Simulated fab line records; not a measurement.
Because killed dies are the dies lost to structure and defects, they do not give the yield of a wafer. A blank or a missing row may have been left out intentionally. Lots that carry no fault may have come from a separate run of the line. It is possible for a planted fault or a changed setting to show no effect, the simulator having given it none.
8D (eight disciplines) problem report, filled in by code / flow sky130 / the parts of the form that need people (team, actions taken, sign-off) are left out

1. THE ISSUE
Wafers without a fault read 314 s, standard deviation 3.8; runLengthS at SKY_FIELD_ISO_WET_ETCH_18 reads a mean of 449 s on 6 wafers belonging to 2 lots. Measured from the usual mean, that is +36 standard deviations.
The step: etches Si3N4 in H3PO4, target depth 25 nm, time 286 s.
Seen first at day 3 17:07 on wetBench-03, wafer L890.1. The record holds 18 wafers of 6 lots with a number at this step. By rule, "out" or "out of limits" means more than 4 standard deviations away from the usual mean. The other wafers with a number count as sound.

2. WHAT IT IS, WHAT IT ISN'T
question=which readings at this step | is=runLengthS | is not=-
question=which lots | is=L890, L897 | is not=L886, L892, L899, L906
question=which wafers of those lots | is=all that have a number | is not=-
question=read on which tools | is=wetBench-03 | is not=wetBench-02
question=when | is=from day 3 17:07 | is not=up to then (3 sound wafers); but 9 sound wafers of L892, L899, L906 came after

3. SUSPECTS, AND WHAT RULES EACH OUT
Counting: a tool stays on the suspect list if, at a process step up to the reading, it processed all lots that are out and no sound lot following the first of them.
- rieDiel-03 at SKY_FIELD_ISO_ETCH_14 (etches BARC in N2/H2, stops on SiO2, time 45.9 s, target depth 60 nm): ruled out as a lasting fault. After its first lot that is out, L890 (day 3 16:51), sound lots L906 ran on it.
- rieDiel-03 at SKY_FIELD_ISO_ETCH_15 (etches the open film in CHF3/O2, stops on Si, target depth 180 nm, time 72 s): ruled out as a lasting fault. After its first lot that is out, L890 (day 3 16:53), sound lots L906 ran on it.
- wetBench-03 at SKY_FIELD_ISO_WET_ETCH_18 (etches Si3N4 in H3PO4, target depth 25 nm, time 286 s): kept. It processed each lot that is out, first L890 at day 3 17:07, and no sound lot thereafter; up to then, the last sound lot it processed was L886 at day 2 23:53. Its own readings are out on those wafers: runLengthS.
After counting, what remains is wetBench-03 at SKY_FIELD_ISO_WET_ETCH_18.

4. THE CAUSE (what the simulator had put in)
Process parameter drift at SKY_FIELD_ISO_WET_ETCH_18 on wetBench-03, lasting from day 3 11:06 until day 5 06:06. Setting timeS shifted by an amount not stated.
This tool alone remained once counting was done.

5. THE EFFECT CHAIN, in route order
Each row: a reading where the mean over the struck wafers with a number is more than 3 standard deviations away from the usual. Only readings for which the record gives a usual standard deviation are gone through. hours: the time from each lot's start at the first step in this table that gives one to its start at this step, as a median over the lots. sigmas: the change in usual standard deviations.
hours=0; step=SKY_FIELD_ISO_WET_ETCH_18; reading=runLengthS; usual=314 s; on struck wafers=449; change=+135; sigmas=+36
Its process steps:
- SKY_FIELD_ISO_WET_ETCH_18: etches Si3N4 in H3PO4, target depth 25 nm, time 286 s.
Later measuring or inspecting steps at which every struck wafer that the step has a row for has a number for every such reading, and none has moved that far: SKY_FIELD_ISO_THK_MEAS_23, SKY_FIELD_ISO_THK_MEAS_25.

6. HOW IT WOULD HAVE BEEN CAUGHT EARLIER
6 hours passed between the start of the fault at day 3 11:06 and the first reading out of limits in this record, taken at day 3 17:07.
